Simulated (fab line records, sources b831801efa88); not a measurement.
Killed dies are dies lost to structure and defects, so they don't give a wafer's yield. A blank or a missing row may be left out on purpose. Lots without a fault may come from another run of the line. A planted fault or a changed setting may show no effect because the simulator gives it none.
Which tool did it? | flow gf180mcu | 11 lots, 33 wafers sampled, at 6 steps of a route of 602

WHAT THE GAUGES READ, wafer by wafer
GF_M2_RS_MEAS_05: measures by four-point-probe.
lot  | measured     | on            | M2_ALCU_RS (ohm/sq)
L617 | day 19 07:25 | film_metro-03 | 0.0709 0.0699 0.0705
L618 | day 19 11:10 | film_metro-02 | 0.0689 0.0696 0.0687
L621 | day 20 07:37 | film_metro-03 | 0.0681 0.0698 0.0682
L624 | day 21 00:37 | film_metro-01 | 0.0689 0.0680 0.0700
L625 | day 21 10:11 | film_metro-02 | 0.0699 0.0711 0.0696
L627 | day 21 23:37 | film_metro-01 | 0.0709 0.0699 0.0691
L628 | day 22 11:23 | film_metro-02 | 0.0688 0.0705 0.0687
L634 | day 24 17:04 | film_metro-01 | 0.0684 0.0702 0.0707
L637 | day 25 19:08 | film_metro-02 | 0.0692 0.0704 0.0683
L638 | day 25 19:25 | film_metro-02 | 0.0704 0.0695 0.0702
L639 | day 26 02:26 | film_metro-03 | 0.0691 0.0684 0.0696

GF_V2_RS_MEAS_24: measures by four-point-probe.
lot  | measured     | on            | V2_W_RS (ohm/sq)
L617 | day 21 10:40 | film_metro-03 | 0.327 0.329 0.330
L618 | day 21 13:32 | film_metro-03 | 0.315 0.323 0.318
L621 | day 22 10:34 | film_metro-01 | 0.321 0.328 0.319
L624 | day 23 01:31 | film_metro-01 | 0.328 0.328 0.326
L625 | day 23 11:10 | film_metro-04 | 0.330 0.319 0.333
L627 | day 23 22:47 | film_metro-01 | 43.360 43.481 43.985
L628 | day 24 10:26 | film_metro-04 | 43.668 43.128 44.311
L634 | day 26 14:56 | film_metro-01 | 0.330 0.320 0.328
L637 | day 27 15:17 | film_metro-03 | 0.320 0.320 0.320
L638 | day 27 15:35 | film_metro-04 | 0.321 0.329 0.326
L639 | day 27 22:25 | film_metro-01 | 0.326 0.327 0.331

GF_V2_THK_MEAS_25: measures by xrf.
lot  | measured     | on            | V2_W_THK (nm)
L617 | day 21 10:47 | film_metro-03 | 344 341 342
L618 | day 21 13:39 | film_metro-03 | 357 348 354
L621 | day 22 10:41 | film_metro-01 | 353 346 357
L624 | day 23 01:37 | film_metro-01 | 348 344 349
L625 | day 23 11:17 | film_metro-04 | 352 361 345
L627 | day 23 22:54 | film_metro-01 | <0 - -
L628 | day 24 10:34 | film_metro-04 | <0 - -
L634 | day 26 15:03 | film_metro-01 | 338 350 343
L637 | day 27 15:23 | film_metro-03 | 354 351 353
L638 | day 27 15:42 | film_metro-04 | 354 345 348
L639 | day 27 22:32 | film_metro-01 | 352 347 344

WHICH TOOL RAN EACH LOT (tool, then ch and the chambers of the sampled wafers, then the start)
lot  | GF_V1_ETCH_16                      | GF_M2_SPUTTER_01             | GF_V2_CVD_23
L617 | rie_diel-04 ch 0,1,2, day 19 05:50 | pvd_sputter-04, day 19 07:17 | cvd_w-01 ch 0,1, day 21 10:33
L618 | rie_diel-02 ch 0,1,3, day 19 09:32 | pvd_sputter-03, day 19 11:02 | cvd_w-02 ch 0,1, day 21 13:25
L621 | rie_diel-04 ch 1,3, day 20 06:02   | pvd_sputter-01, day 20 07:30 | cvd_w-02 ch 0,1, day 22 10:28
L624 | rie_diel-02 ch 1,2,3, day 20 22:58 | pvd_sputter-01, day 21 00:27 | cvd_w-01 ch 0,1, day 23 01:24
L625 | rie_diel-04 ch 0,1,2, day 21 08:37 | pvd_sputter-04, day 21 10:04 | cvd_w-02 ch 0,1, day 23 11:04
L627 | rie_diel-03 ch 1,2,3, day 21 22:02 | pvd_sputter-04, day 21 23:30 | cvd_w-02 ch 0,1, day 23 22:40
L628 | rie_diel-03 ch 0,1,3, day 22 09:49 | pvd_sputter-01, day 22 11:16 | cvd_w-01 ch 0,1, day 24 10:20
L634 | rie_diel-03 ch 0,2,3, day 24 15:28 | pvd_sputter-01, day 24 16:55 | cvd_w-02 ch 0,1, day 26 14:49
L637 | rie_diel-02 ch 0,1,2, day 25 17:32 | pvd_sputter-01, day 25 18:59 | cvd_w-02 ch 1, day 27 15:08
L638 | rie_diel-04 ch 1,2,3, day 25 17:47 | pvd_sputter-03, day 25 19:17 | cvd_w-02 ch 0,1, day 27 15:28
L639 | rie_diel-02 ch 0,1,2, day 26 00:52 | pvd_sputter-04, day 26 02:19 | cvd_w-02 ch 0,1, day 27 22:18
- GF_V1_ETCH_16: etches BARC in N2/H2.
- GF_M2_SPUTTER_01: material TiN, target thk 30 nm, time 25 s.
- GF_V2_CVD_23: deposits W, target thk 350 nm, time 104.94 s.

WHAT THE TOOLS THEMSELVES READ (means of the sampled wafers that have a number; where no wafer has one, the mark that the record gives instead)
GF_V1_ETCH_16.
lot  | tool        | bias_w (W) | drypump_motor_current_A (A) | oes_product_au (a.u.) | throttle_valve_pct (%)
L617 | rie_diel-04 | 100.02     | 5.6                         | 0.853                 | 13.228
L618 | rie_diel-02 | 100.14     | 5.6                         | 0.852                 | 13.228
L621 | rie_diel-04 | 99.98      | 5.8                         | 0.854                 | 13.225
L624 | rie_diel-02 | 100.16     | 5.8                         | 0.852                 | 13.231
L625 | rie_diel-04 | 99.96      | 5.6                         | 0.850                 | 13.227
L627 | rie_diel-03 | 100.00     | 5.7                         | 0.851                 | 13.228
L628 | rie_diel-03 | 100.00     | 6.1                         | 0.855                 | 13.223
L634 | rie_diel-03 | 99.97      | 5.7                         | 0.857                 | 13.222
L637 | rie_diel-02 | 100.23     | 5.6                         | 0.853                 | 13.232
L638 | rie_diel-04 | 100.05     | 5.5                         | 0.852                 | 13.221
L639 | rie_diel-02 | 100.33     | 5.6                         | 0.855                 | 13.223

GF_M2_SPUTTER_01.
lot  | tool           | throttle_valve_pct (%)
L617 | pvd_sputter-04 | 31.0
L618 | pvd_sputter-03 | 29.7
L621 | pvd_sputter-01 | 29.6
L624 | pvd_sputter-01 | 29.3
L625 | pvd_sputter-04 | 30.8
L627 | pvd_sputter-04 | 30.5
L628 | pvd_sputter-01 | 29.6
L634 | pvd_sputter-01 | 28.8
L637 | pvd_sputter-01 | 29.2
L638 | pvd_sputter-03 | 29.2
L639 | pvd_sputter-04 | 30.1

GF_V2_CVD_23.
lot  | tool     | chamber_pressure_Torr (Torr) | heater_power_outer_w (W) | heater_power_w (W)
L617 | cvd_w-01 | 40.07                        | 510                      | 865
L618 | cvd_w-02 | 40.03                        | 488                      | 841
L621 | cvd_w-02 | 39.98                        | 498                      | 848
L624 | cvd_w-01 | 40.00                        | 517                      | 864
L625 | cvd_w-02 | 40.10                        | 441                      | 740
L627 | cvd_w-02 | -                            | -                        | -
L628 | cvd_w-01 | -                            | -                        | -
L634 | cvd_w-02 | 39.91                        | 444                      | 738
L637 | cvd_w-02 | 40.02                        | 554                      | 955
L638 | cvd_w-02 | 40.02                        | 507                      | 862
L639 | cvd_w-02 | 39.98                        | 448                      | 752

THE ANSWER, worked out from the rows above alone
Rule: what is usual is taken from the lots themselves. Put in order of their means at a reading, lots are off if they are a third of the lots or fewer, leave a main group of 4 or more, and stand apart from it by a gap of 3 or more times the standard deviation of the main group's means; of several such gaps the widest counts. A main group whose means are all the same, to the digits that the tables above print for the reading, isn't used. A lot without any number at a reading at which 4 lots or more have one is off too. The other lots that the step has rows for count as sound. The gauges are gone through in route order, then the tools' own readings, and for those a lot's mean is taken as printed above. The first step at which some lot is off is used, and at that step the reading that is off furthest; a lot without a number counts as furthest.
Off: L627, L628, at GF_V2_RS_MEAS_24 (V2_W_RS). The main group: mean 0.325 ohm/sq, standard deviation 0.0034.
A tool fits if, at a process step before that reading, it ran every lot that is off, and no sound lot after the first of them. The gauges at GF_V2_RS_MEAS_24 aren't tried: what is off there is off at GF_V2_CVD_23 too, on other tools, and a gauge's error can't cause that. None of those tried fits.

WHAT THE SIMULATOR HAD PUT IN
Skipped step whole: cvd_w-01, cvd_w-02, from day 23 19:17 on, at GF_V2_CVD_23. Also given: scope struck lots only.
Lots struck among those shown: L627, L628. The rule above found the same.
